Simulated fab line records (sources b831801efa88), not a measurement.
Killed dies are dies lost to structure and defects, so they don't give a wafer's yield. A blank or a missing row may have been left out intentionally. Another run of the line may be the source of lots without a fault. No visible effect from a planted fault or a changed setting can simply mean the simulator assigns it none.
Which tool did it? | flow gf180mcu | Sampling: 12 lots, 36 wafers, 6 of 602 route steps

WHAT THE GAUGES READ, wafer by wafer
GF_VT_IMPLANT_OVL_MEAS_29.
lot  | measured     | on         | VT_IMPLANT_02_OVL (nm)
L250 | day 7 12:26  | overlay-01 | -1.8 0.5 0.0
L251 | day 7 22:49  | overlay-02 | -0.3 3.5 2.5
L253 | day 8 10:41  | overlay-02 | 0.4 -2.1 -3.4
L254 | day 8 18:31  | overlay-01 | -3.0 -2.6 -1.7
L258 | day 9 21:09  | overlay-01 | -0.9 0.1 -0.4
L261 | day 10 17:23 | overlay-01 | 1.3 0.8 2.8
L263 | day 11 05:28 | overlay-01 | 0.4 1.2 1.3
L266 | day 12 02:15 | overlay-02 | -1.0 -0.4 2.3
L267 | day 12 14:49 | overlay-01 | 0.9 0.8 2.0
L271 | day 13 11:25 | overlay-01 | -4.4 -2.8 -2.0
L272 | day 13 17:43 | overlay-02 | 0.7 -2.4 0.0
L273 | day 13 23:28 | overlay-02 | -1.0 -0.2 -0.8

GF_POLY_GATE_CD_MEAS_18.
lot  | measured     | on        | cd nm (nm)
L250 | day 10 07:07 | cd sem-02 | 282.3 280.6 278.8
L251 | day 10 19:55 | cd sem-02 | 281.7 279.6 280.0
L253 | day 11 07:49 | cd sem-02 | 278.9 277.3 278.3
L254 | day 11 14:56 | cd sem-01 | 278.4 278.8 277.8
L258 | day 12 23:19 | cd sem-02 | 279.7 279.0 276.8
L261 | day 13 17:07 | cd sem-02 | 281.9 278.6 282.3
L263 | day 14 06:37 | cd sem-02 | 277.6 275.9 277.2
L266 | day 15 02:48 | cd sem-02 | 283.2 279.4 282.0
L267 | day 15 16:44 | cd sem-01 | 279.4 277.5 277.2
L271 | day 16 14:07 | cd sem-02 | 284.8 283.9 284.0
L272 | day 17 00:25 | cd sem-02 | 279.9 280.9 280.8
L273 | day 17 04:46 | cd sem-01 | 282.0 279.6 280.7

GF_HV_LDD_TW_MEAS_11.
lot  | measured     | on            | HV_LDD_TW
L250 | day 11 04:32 | film metro-03 | 2421 2424 2428
L251 | day 11 17:12 | film metro-03 | 2411 2414 2418
L253 | day 12 05:58 | film metro-02 | 2359 2367 2363
L254 | day 12 12:59 | film metro-02 | 2353 2364 2363
L258 | day 13 20:41 | film metro-03 | 2434 2427 2422
L261 | day 14 15:19 | film metro-03 | 2417 2401 2422
L263 | day 15 04:32 | film metro-03 | 2428 2443 2421
L266 | day 16 02:32 | film metro-02 | 2358 2354 2370
L267 | day 16 16:07 | film metro-02 | 2363 2379 2356
L271 | day 17 13:43 | film metro-03 | 2412 2434 2422
L272 | day 18 00:25 | film metro-02 | 2193 2208 2212
L273 | day 18 05:23 | film metro-02 | 2211 2208 2210

GF_HV_LDD_RS_MEAS_53: measures by four-point-probe.
lot  | measured     | on            | HV_LDD_RS (ohm/sq)
L250 | day 13 20:47 | film metro-04 | 420.4 419.7 419.8
L251 | day 14 09:57 | film metro-03 | 419.0 419.3 418.5
L253 | day 14 23:10 | film metro-02 | 418.9 417.9 418.6
L254 | day 15 04:34 | film metro-04 | 418.4 418.8 418.5
L258 | day 16 16:43 | film metro-04 | 419.2 417.8 419.5
L261 | day 17 15:12 | film metro-04 | 421.4 419.8 420.0
L263 | day 18 05:25 | film metro-03 | 418.6 418.4 418.8
L266 | day 19 04:44 | film metro-03 | 418.5 418.6 419.2
L267 | day 19 18:24 | film metro-04 | 418.9 419.2 418.1
L271 | day 20 18:21 | film metro-04 | 420.2 418.8 419.1
L272 | day 21 03:54 | film metro-03 | 465.8 465.2 463.6
L273 | day 21 09:41 | film metro-03 | 467.8 466.8 467.7

TOOL THAT RAN EACH LOT (tool first, then ch and the chambers of the sampled wafers, then the start)
lot  | GF_MVPSD_STRIP_10                    | GF_HV_LDD_IMPLANT_09
L250 | plasma asher-03 ch 0,1, day 5 08:42  | implanter-03 ch 0, day 11 04:17
L251 | plasma asher-04 ch 0,1, day 5 18:53  | implanter-01 ch 0, day 11 16:59
L253 | plasma asher-03 ch 0,1, day 6 06:13  | implanter-03 ch 0, day 12 05:43
L254 | plasma asher-04 ch 0,1, day 6 12:10  | implanter-02 ch 0, day 12 12:44
L258 | plasma asher-04 ch 0,1, day 7 11:31  | implanter-03 ch 0, day 13 20:27
L261 | plasma asher-02 ch 0,1, day 8 06:21  | implanter-03 ch 0, day 14 15:04
L263 | plasma asher-03 ch 0,1, day 8 16:58  | implanter-01 ch 0, day 15 04:18
L266 | plasma asher-02 ch 0,1, day 9 11:50  | implanter-01 ch 0, day 16 02:19
L267 | plasma asher-03 ch 0,1, day 9 23:30  | implanter-02 ch 0, day 16 15:52
L271 | plasma asher-03 ch 0,1, day 10 20:21 | implanter-03 ch 0, day 17 13:28
L272 | plasma asher-02 ch 0,1, day 11 03:40 | implanter-03 ch 0, day 18 00:10
L273 | plasma asher-02 ch 0,1, day 11 08:08 | implanter-03 ch 0, day 18 05:10
- GF_MVPSD_STRIP_10: strips in O2/N2.
- GF_HV_LDD_IMPLANT_09

AS READ BY THE TOOLS THEMSELVES (means over the sampled wafers that have a number; for cases with no such wafer, the mark the record gives instead)
GF_MVPSD_STRIP_10.
lot  | tool            | drypump motor current A (A) | heater power w (W) | n2 flow sccm (sccm) | oes product au (a.u.) | strip time to endpoint s (s)
L250 | plasma asher-03 | 6.06                        | 304                | 300.5               | 0.722                 | 37.11
L251 | plasma asher-04 | 5.73                        | 340                | 300.3               | 0.722                 | 37.10
L253 | plasma asher-03 | 6.06                        | 302                | 301.0               | 0.717                 | 37.18
L254 | plasma asher-04 | 5.68                        | 361                | 300.3               | 0.719                 | 37.20
L258 | plasma asher-04 | 5.71                        | 334                | 300.3               | 0.720                 | 36.84
L261 | plasma asher-02 | 6.10                        | 366                | 300.1               | 0.719                 | 36.99
L263 | plasma asher-03 | 6.31                        | 301                | 299.6               | 0.720                 | 37.04
L266 | plasma asher-02 | 6.03                        | 334                | 300.2               | 0.723                 | 36.88
L267 | plasma asher-03 | 6.07                        | 306                | 299.9               | 0.720                 | 37.03
L271 | plasma asher-03 | 6.32                        | 300                | 300.1               | 0.725                 | 36.97
L272 | plasma asher-02 | 6.02                        | 330                | 301.0               | 0.724                 | 37.05
L273 | plasma asher-02 | 6.02                        | 337                | 301.5               | 0.723                 | 36.85

GF_HV_LDD_IMPLANT_09.
lot  | tool         | dose ions cm2 | faraday current uA
L250 | implanter-03 | 9.9997e+13    | 578
L251 | implanter-01 | 1.0015e+14    | 568
L253 | implanter-03 | 9.9993e+13    | 570
L254 | implanter-02 | 1.0002e+14    | 570
L258 | implanter-03 | 1.0006e+14    | 575
L261 | implanter-03 | 1.0007e+14    | 567
L263 | implanter-01 | 1.0008e+14    | 563
L266 | implanter-01 | 1.0005e+14    | 564
L267 | implanter-02 | 1.0002e+14    | 568
L271 | implanter-03 | 1.0007e+14    | 569
L272 | implanter-03 | 7.7260e+13    | 440
L273 | implanter-03 | 7.7403e+13    | 435

THE ANSWER, worked out from the rows above alone
Rule: the lots themselves supply what counts as usual. The widest of any qualifying gaps counts: lots, ordered by their means at a reading, are off when they make up no more than a third of the lots, leave a main group of 4 or more, and stand apart from it by 3 or more times the standard deviation of that group's means. A main group whose means are all the same, to the digits that the tables above print for the reading, isn't used. A lot without any number at a reading at which 4 lots or more have one is off too. Where the step has rows for the other lots, those lots are counted as sound. The gauges are gone through in route order, then the tools' own readings, and for those a lot's mean is taken as printed above. At the first step where some lot is off, the reading lying furthest off is the one used; lots without a number count as furthest.
Off: L272, L273, at GF_HV_LDD_TW_MEAS_11 (HV_LDD_TW). The main group: mean 2398, standard deviation 30.
A tool fits if, at a process step before that reading, it ran every lot that is off, and no sound lot after the first of them. Not tried: the gauges at GF_HV_LDD_TW_MEAS_11; whatever is off there is also off at GF_HV_LDD_RS_MEAS_53, on other tools, and gauge error can't account for it. Undecided on this evidence; 2 tools fit (plasma asher-02 at GF_MVPSD_STRIP_10, implanter-03 at GF_HV_LDD_IMPLANT_09).

WHAT WAS PUT IN BY THE SIMULATOR
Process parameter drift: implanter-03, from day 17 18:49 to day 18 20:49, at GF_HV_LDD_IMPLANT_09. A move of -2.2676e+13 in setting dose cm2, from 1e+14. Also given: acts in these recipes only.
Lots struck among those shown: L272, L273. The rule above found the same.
